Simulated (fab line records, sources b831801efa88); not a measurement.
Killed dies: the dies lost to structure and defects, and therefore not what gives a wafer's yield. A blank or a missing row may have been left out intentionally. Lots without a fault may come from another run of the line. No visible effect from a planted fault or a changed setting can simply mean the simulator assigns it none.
One fault through the eyes of 2 desks ; flow gf180mcu ; each desk has only its own numbers; what lay behind them comes last

== AT THE METROLOGY DESK ==
Means of the sampled wafers that have a number, per lot and without regard to the tool the lot ran on: this is what the gauges read. A lot is out of limits, marked OUT, if its mean lies more than 4 standard deviations from the usual mean; the brackets give that distance.
Columns: A = POLY_GATE_OVL at GF_POLY_GATE_OVL_MEAS_11, usual -4 nm; B = HV_LDD_02_OVL at GF_HV_LDD_OVL_MEAS_32, usual 0.5 nm; C = HV_LDD_4_TW at GF_HV_LDD_TW_MEAS_50, usual 565
lot;first seen here;A;B;C
L755;day 9 05:25;-12;0.3;571
L756;day 9 07:39;-9;0.9;560
L757;day 9 21:38;1;-0.4;561
L759;day 10 15:52;-1;1.0;568
L765;day 12 08:04;-2;-0.5;572
L767;day 12 17:49;0;-0.3;520 (-8.0) OUT
L768;day 13 03:46;-12;0.2;525 (-7.1) OUT
L771;day 13 23:47;2;-0.7;569
L773;day 14 13:52;-6;0.9;560
L775;day 15 04:52;-4;2.1;564
L776;day 15 09:54;-10;0.6;566
L777;day 15 17:52;-5;0.9;559
L778;day 16 03:15;1;-0.8;558
This desk finds L767, L768 out of limits, with the earliest case on L767 at day 16 09:29 (HV_LDD_4_TW at GF_HV_LDD_TW_MEAS_50). L755, L756, L757, L759, L765, L771, L773, L775, L776, L777, L778 stayed within limits.

== AT THE TOOL OWNER'S DESK: implanter-01 ==
The tool's own readings at GF_HV_LDD_IMPLANT_48: means of the sampled wafers that have a number, for each lot that ran on this tool. A lot is out of limits, marked OUT, if its mean lies more than 4 standard deviations from the usual mean; the brackets give that distance.
Columns: A = doseIonsCm2 at GF_HV_LDD_IMPLANT_48, usual 3e+13; B = faradayCurrentUA at GF_HV_LDD_IMPLANT_48, usual 169
lot;first seen here;A;B
L757;day 13 02:28;3e+13;167
L759;day 14 00:10;3e+13;170
L765;day 15 23:05;3e+13;170
L767;day 16 09:15;2e+13 (-99 or more) OUT;132 (-11) OUT
L768;day 16 16:40;2e+13 (-99 or more) OUT;133 (-11) OUT
This desk's finding: out of limits on L767, L768; first on L767, day 16 09:15 (doseIonsCm2 at GF_HV_LDD_IMPLANT_48). L757, L759, L765 stayed within limits.

== TAKEN TOGETHER ==
On L767, L768, at day 16 09:15, an alarm was possible from the tool owner's desk.
The metrology desk could have raised an alarm at day 16 09:29, on L767, L768.
Of the lots named, all ran GF_HV_LDD_IMPLANT_48 on implanter-01.

== WHAT THE SIMULATOR PUT IN ==
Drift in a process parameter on implanter-01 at GF_HV_LDD_IMPLANT_48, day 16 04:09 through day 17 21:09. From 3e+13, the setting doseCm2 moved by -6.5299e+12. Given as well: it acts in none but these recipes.
Shown lots that were struck: L767, L768.
Delay (hours) between the fault's onset and each desk's first out-of-limits reading: 5 at the tool owner's desk, 5 at the metrology desk.
